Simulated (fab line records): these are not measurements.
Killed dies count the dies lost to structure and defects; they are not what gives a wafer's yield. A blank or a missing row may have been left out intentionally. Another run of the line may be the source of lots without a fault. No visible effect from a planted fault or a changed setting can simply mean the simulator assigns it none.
Struck lot and sound lot, side by side / flow gf180mcu / 14 steps out of a route of 602
Sound: the wafers L856.1, L856.2, L856.4. Wafers L848.2, L848.3, L848.4 were the ones struck. The cause is given at the end.
For every step that has rows: the tool of each side, followed by ch and its chambers, followed by its first start. Under that, the readings that differ: sound wafers / struck wafers / difference of the means / sigmas: that difference in standard deviations of wafers without a fault.
alike: a reading whose means differ by less than 2 such deviations, as well as words and numbers matching on both sides. not compared: withheld readings; readings where some wafer has no value; bounds like >300 that might hide an equal value; numbers whose values overlap and for which the record gives no deviation.
A row with sigmas, a row that says differs or no value, or rows on one side alone: a step with any of these is where the two part. Numbers that don't overlap but have no deviation are shown without sigmas and don't part them. A reading that every wafer of one side lacks parts them only if that side has two wafers or more.

first, 3 steps without rows for these wafers: GF_HV_LDD_EXPOSE_16 (exposes mask Pplus LV AREA, target cd 400 nm); GF_HV_LDD_PEB_17; GF_HV_LDD_DEVELOP_18 (develop time 60 s).
GF_HV_LDD_CD_MEAS_19: target cd 400 nm.
  sound on cdSem-02 at day 16 08:22; struck on cdSem-02 at day 14 01:56
  alike: cdNm
GF_HV_LDD_OVL_MEAS_20:
  sound on overlay-02 at day 16 08:29; struck on overlay-01 at day 14 02:03
reading=HV_LDD_01_OVL (nm); sound=-0.3 -2.2 0.4; struck=-5.0 -4.6 -3.1; difference=-3.5; sigmas=-2
next, for these wafers, 1 step has no rows: GF_HV_LDD_IMPLANT_21.
GF_HV_LDD_STRIP_22: strips in O2/N2.
  sound on plasmaAsher-01 ch 0,1, day 16 08:40; struck on plasmaAsher-02 ch 0,1, day 14 02:14
  alike: drypumpMotorCurrentA, heaterPowerW, oesProductAu, platenTempC, stripTimeToEndpointS
  not compared: rfHoursCounterH
GF_HV_LDD_TW_MEAS_23:
  sound on filmMetro-04 at day 16 08:46; struck on filmMetro-03 at day 14 02:20
  alike: HV_LDD_2_TW
then, 4 steps without rows for these wafers: GF_HV_LDD_DEHYDRATE_24 (time 60 s); GF_HV_LDD_HMDS_25 (prime time 60 s); GF_HV_LDD_COAT_26 (resist thk 1000 nm); GF_HV_LDD_SOFTBAKE_27 (time 60 s).
GF_HV_LDD_EXPOSE_28: exposes mask Nplus HV AREA, target cd 400 nm.
  sound on ilineStepper-02 ch 0, day 16 20:13; struck on ilineStepper-02, day 14 13:10
  no value came back on the struck wafers for exposureDoseMJCm2, focusOffsetNm (nm); on the sound wafers exposureDoseMJCm2 reads 140.11 140.18 140.10
reading=model.HV_LDD.overlayYNm (nm); sound=0.7443 0.7443 0.7443; struck=0.6625 0.6625 0.6625; difference=-0.0818; sigmas=
reading=model.HV_LDD.overlayXNm (nm); sound=0.2402 0.2402 0.2402; struck=-1.001 -1.001 -1.001; difference=-1.241; sigmas=
  alike: mask
next, for these wafers, 1 step has no rows: GF_HV_LDD_PEB_29.

== WHERE THEY PART ==
Last at GF_HV_LDD_EXPOSE_28 as far as this record goes, first at GF_HV_LDD_OVL_MEAS_20.

WHY: what had been put in by the simulator
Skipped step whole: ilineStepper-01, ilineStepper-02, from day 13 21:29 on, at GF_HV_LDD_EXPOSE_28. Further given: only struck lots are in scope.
